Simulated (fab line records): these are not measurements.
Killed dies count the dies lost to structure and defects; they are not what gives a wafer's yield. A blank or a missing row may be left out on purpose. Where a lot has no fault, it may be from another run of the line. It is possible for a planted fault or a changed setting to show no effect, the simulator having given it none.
Matching of chambers / flow sky130 / rie diel-03 running SKY_VIA2_ETCH_15: 4 sister chambers
The step etches SiO2 in C4F8/O2/Ar, stops on TiN, target depth 546 nm, time 84 s. 20 wafers are shown with their chamber, then 10 later ones without.

WAFERS, EACH WITH ITS CHAMBER
wafer=L076.1; chamber=3; oes product au (a.u.)=0.931; chamber pressure mTorr (mTorr)=40.02
wafer=L076.5; chamber=0; oes product au (a.u.)=0.939; chamber pressure mTorr (mTorr)=39.99
wafer=L076.6; chamber=3; oes product au (a.u.)=0.939; chamber pressure mTorr (mTorr)=40.01
wafer=L079.2; chamber=1; oes product au (a.u.)=0.945; chamber pressure mTorr (mTorr)=39.97
wafer=L079.4; chamber=2; oes product au (a.u.)=0.943; chamber pressure mTorr (mTorr)=40.00
wafer=L079.5; chamber=1; oes product au (a.u.)=0.952; chamber pressure mTorr (mTorr)=40.03
wafer=L081.2; chamber=3; oes product au (a.u.)=0.940; chamber pressure mTorr (mTorr)=39.98
wafer=L081.4; chamber=0; oes product au (a.u.)=0.942; chamber pressure mTorr (mTorr)=39.93
wafer=L081.6; chamber=2; oes product au (a.u.)=0.939; chamber pressure mTorr (mTorr)=40.00
wafer=L085.3; chamber=1; oes product au (a.u.)=0.937; chamber pressure mTorr (mTorr)=40.00
wafer=L085.5; chamber=1; oes product au (a.u.)=0.935; chamber pressure mTorr (mTorr)=39.97
wafer=L085.6; chamber=0; oes product au (a.u.)=0.941; chamber pressure mTorr (mTorr)=40.00
wafer=L088.1; chamber=1; oes product au (a.u.)=0.940; chamber pressure mTorr (mTorr)=40.01
wafer=L088.2; chamber=2; oes product au (a.u.)=0.933; chamber pressure mTorr (mTorr)=40.00
wafer=L088.3; chamber=0; oes product au (a.u.)=0.934; chamber pressure mTorr (mTorr)=39.99
wafer=L083.2; chamber=2; oes product au (a.u.)=0.947; chamber pressure mTorr (mTorr)=39.98
wafer=L083.3; chamber=3; oes product au (a.u.)=0.940; chamber pressure mTorr (mTorr)=40.00
wafer=L083.5; chamber=0; oes product au (a.u.)=0.933; chamber pressure mTorr (mTorr)=40.03
wafer=L091.2; chamber=0; oes product au (a.u.)=0.938; chamber pressure mTorr (mTorr)=39.98
wafer=L091.5; chamber=0; oes product au (a.u.)=0.937; chamber pressure mTorr (mTorr)=40.01

SIGNATURES (averages over the wafers above)
reading=oes product au; chamber 0=0.93771; chamber 1=0.94180; chamber 2=0.94050; chamber 3=0.93750; scatter within a chamber=0.00511
reading=chamber pressure mTorr; chamber 0=39.9900; chamber 1=39.9960; chamber 2=39.9950; chamber 3=40.0025; scatter within a chamber=0.0246
Rule: for a wafer and a chamber, the distance is found by dividing, reading by reading, the gap between the wafer's reading and the chamber's mean by the reading's scatter, squaring, summing and taking the root. The wafer belongs to the nearest chamber; if the next one is less than 2 further off, it can't be placed. How the scatter is found: for the shown wafers, subtract from each reading the mean of its chamber, square and add these, divide the total by (wafers less chambers), then take the root.

WAFERS WHOSE CHAMBER IS MISSING
wafer=L091.6; oes product au (a.u.)=0.943; chamber pressure mTorr (mTorr)=39.98
wafer=L094.3; oes product au (a.u.)=0.942; chamber pressure mTorr (mTorr)=39.94
wafer=L094.4; oes product au (a.u.)=0.935; chamber pressure mTorr (mTorr)=40.09
wafer=L094.5; oes product au (a.u.)=0.941; chamber pressure mTorr (mTorr)=39.97
wafer=L096.4; oes product au (a.u.)=0.944; chamber pressure mTorr (mTorr)=39.97
wafer=L096.5; oes product au (a.u.)=0.940; chamber pressure mTorr (mTorr)=39.98
wafer=L096.6; oes product au (a.u.)=0.940; chamber pressure mTorr (mTorr)=40.03
wafer=L097.2; oes product au (a.u.)=0.935; chamber pressure mTorr (mTorr)=39.96
wafer=L097.5; oes product au (a.u.)=0.937; chamber pressure mTorr (mTorr)=40.02
wafer=L097.6; oes product au (a.u.)=0.938; chamber pressure mTorr (mTorr)=39.99

CHAMBER TAKEN BY EACH
wafer=L091.6; from the rows above=can't be placed: 1 or 2 or 0 or 3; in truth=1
wafer=L094.3; from the rows above=can't be placed: 0 or 2 or 1 or 3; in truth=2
wafer=L094.4; from the rows above=can't be placed: 3 or 2 or 1 or 0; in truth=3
wafer=L094.5; from the rows above=can't be placed: 2 or 0 or 1 or 3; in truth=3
wafer=L096.4; from the rows above=can't be placed: 1 or 2 or 0 or 3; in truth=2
wafer=L096.5; from the rows above=can't be placed: 0 or 2 or 1 or 3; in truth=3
wafer=L096.6; from the rows above=can't be placed: 3 or 2 or 1 or 0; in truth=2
wafer=L097.2; from the rows above=can't be placed: 0 or 2 or 3 or 1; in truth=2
wafer=L097.5; from the rows above=can't be placed: 3 or 2 or 0 or 1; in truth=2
wafer=L097.6; from the rows above=can't be placed: 0 or 3 or 2 or 1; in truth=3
Correct placement for 0 of the 10. From these rows, 10 cannot be placed; in 10 the true chamber is one of the candidates. Placed wrongly: 0.
